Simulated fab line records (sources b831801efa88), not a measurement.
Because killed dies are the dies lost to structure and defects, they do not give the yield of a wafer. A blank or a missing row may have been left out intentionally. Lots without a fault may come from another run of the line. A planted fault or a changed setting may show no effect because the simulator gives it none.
What tool caused it? -- flow gf180mcu -- 13 lots with 39 wafers sampled at 6 steps, on a route of 602 steps

WHAT EACH GAUGE READ, for each wafer
GF_STI_THK_MEAS_22.
lot,measured,on,STI_OXIDATION_01_THK (nm)
L493,day 2 03:32,film-metro-01,16.2 16.3 16.2
L494,day 2 08:16,film-metro-01,16.1 15.8 15.8
L496,day 2 21:19,film-metro-02,16.3 16.1 16.1
L497,day 2 23:38,film-metro-01,15.5 15.7 15.9
L498,day 3 06:28,film-metro-02,16.3 16.2 16.1
L499,day 3 12:56,film-metro-01,15.9 16.1 16.0
L500,day 3 15:03,film-metro-01,16.2 16.2 16.1
L501,day 3 20:53,film-metro-02,16.2 16.1 16.1
L506,day 4 23:26,film-metro-01,16.1 16.0 15.9
L508,day 5 09:53,film-metro-01,15.8 15.9 16.0
L509,day 5 13:40,film-metro-01,15.8 15.7 15.7
L513,day 6 10:43,film-metro-01,15.3 15.0 15.2
L516,day 7 01:25,film-metro-01,15.8 15.7 15.8

GF_DNWELL_TW_MEAS_09.
lot,measured,on,DNWELL_TW
L493,day 2 18:47,film-metro-03,1356 1357 1348
L494,day 2 22:58,film-metro-04,1368 1366 1367
L496,day 3 13:48,film-metro-01,1366 1364 1371
L497,day 3 16:17,film-metro-04,1378 1371 1372
L498,day 3 23:05,film-metro-01,1375 1378 1374
L499,day 4 05:20,film-metro-03,1364 1364 1361
L500,day 4 07:35,film-metro-04,1365 1379 1375
L501,day 4 13:46,film-metro-01,1355 1353 1360
L506,day 5 16:46,film-metro-03,1347 1351 1349
L508,day 6 03:10,film-metro-04,1377 1366 1370
L509,day 6 07:49,film-metro-04,1373 1368 1375
L513,day 7 06:06,film-metro-03,1355 1346 1344
L516,day 7 20:22,film-metro-03,1358 1355 1354

GF_NWELL_TW_MEAS_11.
lot,measured,on,NWELL_TW
L493,day 3 08:17,film-metro-03,1581 1579 1582
L494,day 3 12:29,film-metro-02,1566 1572 1574
L496,day 4 03:11,film-metro-04,1607 1601 1592
L497,day 4 06:14,film-metro-02,1580 1583 1580
L498,day 4 13:37,film-metro-04,1598 1592 1591
L499,day 4 19:23,film-metro-04,1411 1410 1410
L500,day 4 21:32,film-metro-04,1418 1404 1411
L501,day 5 05:24,film-metro-04,1393 1401 1404
L506,day 6 07:53,film-metro-03,1574 1576 1567
L508,day 6 18:47,film-metro-03,1573 1575 1576
L509,day 6 23:11,film-metro-03,1567 1578 1568
L513,day 7 22:35,film-metro-04,1594 1591 1605
L516,day 8 12:56,film-metro-03,1559 1560 1561

GF_LVPWELL_OVL_MEAS_07.
lot,measured,on,LVPWELL_OVL (nm)
L493,day 3 21:20,overlay-01,-0.9 -2.2 -0.9
L494,day 4 01:26,overlay-01,-0.1 -1.9 -1.3
L496,day 4 16:02,overlay-02,-2.3 -2.8 -1.5
L497,day 4 19:35,overlay-02,-0.9 -1.8 -0.8
L498,day 5 02:53,overlay-01,2.2 0.8 0.7
L499,day 5 09:11,overlay-02,-0.6 -1.7 -0.8
L500,day 5 11:41,overlay-01,1.0 0.2 0.8
L501,day 5 20:03,overlay-02,-2.0 -0.9 -2.4
L506,day 6 22:47,overlay-01,-1.5 -1.7 -3.1
L508,day 7 10:20,overlay-01,-2.7 -2.2 -2.1
L509,day 7 14:53,overlay-01,2.0 0.1 0.6
L513,day 8 14:58,overlay-02,-3.8 -3.6 -2.4
L516,day 9 05:45,overlay-02,-2.6 -2.6 -1.3

GF_VT_IMPLANT_RS_MEAS_47: the measuring method here is four-point-probe.
lot,measured,on,NWELL_RS (ohm/sq)
L493,day 7 14:58,film-metro-03,489.4 490.2 491.7
L494,day 7 19:46,film-metro-03,489.7 488.5 488.6
L496,day 8 12:56,film-metro-04,490.5 490.2 489.1
L497,day 8 16:47,film-metro-02,491.6 492.4 492.5
L498,day 9 01:55,film-metro-04,491.0 491.3 489.9
L499,day 9 10:01,film-metro-02,625.9 625.7 628.1
L500,day 9 12:43,film-metro-02,626.1 628.1 627.5
L501,day 9 22:31,film-metro-03,631.7 630.5 629.4
L506,day 11 07:31,film-metro-03,490.2 491.4 488.9
L508,day 11 21:00,film-metro-03,488.8 489.6 489.9
L509,day 12 02:52,film-metro-02,489.6 490.7 491.4
L513,day 13 08:02,film-metro-03,490.0 489.8 489.3
L516,day 14 00:35,film-metro-04,490.0 491.6 492.4

TOOL THAT RAN EACH LOT (tool first, then ch and the chambers of the sampled wafers, then the start)
lot,GF_NWELL_IMPLANT_08
L493,"implanter-02 ch 0, day 3 07:53"
L494,"implanter-02 ch 0, day 3 12:05"
L496,"implanter-03 ch 0, day 4 02:48"
L497,"implanter-03 ch 0, day 4 05:50"
L498,"implanter-02 ch 0, day 4 13:13"
L499,"implanter-03 ch 0, day 4 18:59"
L500,"implanter-03 ch 0, day 4 21:08"
L501,"implanter-03 ch 0, day 5 03:14"
L506,"implanter-04 ch 0, day 6 07:29"
L508,"implanter-04 ch 0, day 6 18:23"
L509,"implanter-04 ch 0, day 6 22:47"
L513,"implanter-02 ch 0, day 7 22:12"
L516,"implanter-03 ch 0, day 8 12:33"
- GF_NWELL_IMPLANT_08

WHAT THE TOOLS THEMSELVES READ (means of the sampled wafers that have a number; where no wafer has one, the mark that the record gives instead)
GF_NWELL_IMPLANT_08.
lot,tool,dose-ions-cm2,faraday-current-uA
L493,implanter-02,1.5e+13,84.3
L494,implanter-02,1.5e+13,83.5
L496,implanter-03,1.5e+13,83.7
L497,implanter-03,1.5e+13,83.4
L498,implanter-02,1.5e+13,84.4
L499,implanter-03,9.3e+12,52.0
L500,implanter-03,9.3e+12,52.9
L501,implanter-03,9.3e+12,52.2
L506,implanter-04,1.5e+13,84.7
L508,implanter-04,1.5e+13,83.8
L509,implanter-04,1.5e+13,83.1
L513,implanter-02,1.5e+13,85.5
L516,implanter-03,1.5e+13,84.4

THE ANSWER, worked out from the rows above alone
Rule: what is usual is taken from the lots themselves. Put in order of their means at a reading, lots are off if they are a third of the lots or fewer, leave a main group of 4 or more, and stand apart from it by a gap of 3 or more times the standard deviation of the main group's means; of several such gaps the widest counts. The tables above print the reading to a certain number of digits; a main group whose means all agree to those digits is not used. A lot without any number at a reading at which 4 lots or more have one is off too. All remaining lots with rows at the step are treated as sound. After the gauges, taken in route order, come the tools' own readings; for these a lot's mean is taken, as printed above. The first step at which some lot is off is used, and at that step the reading that is off furthest; a lot without a number counts as furthest.
Off: L499, L500, L501, at GF_NWELL_TW_MEAS_11 (NWELL_TW). Main group: mean 1580, sd 12.
A tool fits if, at a process step before that reading, it ran every lot that is off, and no sound lot after the first of them. Not tried: the gauges at GF_NWELL_TW_MEAS_11; whatever is off there is also off at GF_VT_IMPLANT_RS_MEAS_47, on other tools, and gauge error can't account for it. No candidate that was tried fits.

WHAT THE SIMULATOR HAD PUT IN
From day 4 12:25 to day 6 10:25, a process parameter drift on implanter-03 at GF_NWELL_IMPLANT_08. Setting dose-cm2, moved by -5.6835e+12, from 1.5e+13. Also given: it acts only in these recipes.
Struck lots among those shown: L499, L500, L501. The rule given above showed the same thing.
